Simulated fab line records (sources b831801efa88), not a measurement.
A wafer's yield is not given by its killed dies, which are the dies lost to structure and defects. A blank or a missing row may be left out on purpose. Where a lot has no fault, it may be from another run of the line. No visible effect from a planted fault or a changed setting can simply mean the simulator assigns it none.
Matching of chambers | flow sky130 | SKY_VIA2_CMP_02 on cmp-02: 4 sister chambers
The step polishes SiO2. 4 wafers are shown with their chamber, then 7 later ones without.

EACH WAFER AND ITS CHAMBER
wafer  | chamber | motor current A (A)
L463.2 | 0       | 12.0
L463.4 | 2       | 10.2
L465.3 | 3       | 13.4
L465.4 | 1       | 12.6

WAFERS WHOSE CHAMBER IS MISSING
wafer  | motor current A (A)
L465.5 | 13.3
L469.1 | 10.7
L469.2 | 12.4
L469.4 | 12.8
L481.1 | 10.4
L481.2 | 13.0
L481.4 | 13.1

EACH ONE'S CHAMBER
wafer  | from the rows above          | in truth
L465.5 | 3                            | 3
L469.1 | 2                            | 2
L469.2 | can't be placed: 1 or 0      | 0
L469.4 | can't be placed: 1 or 3 or 0 | 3
L481.1 | 2                            | 2
L481.2 | can't be placed: 1 or 3 or 0 | 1
L481.4 | can't be placed: 3 or 1      | 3
Placed correctly: 3 of 7. Can't be placed from these rows: 4 (the true chamber is among the candidates in 4). 0 placed wrongly.
How it was worked out, from the rows above alone: a wafer's distance from a chamber is the root of the sum, over the readings, of the square of ((its reading less the chamber's mean) divided by the reading's scatter). If the next closest chamber is less than 2 further off than the closest, the wafer can't be placed; otherwise it belongs to the closest. The mean given for a chamber averages the wafers shown for that chamber. The scatter (one wafer shown for each chamber): square how far every hidden wafer sits from the nearest shown wafer, average those squares and take the square root.
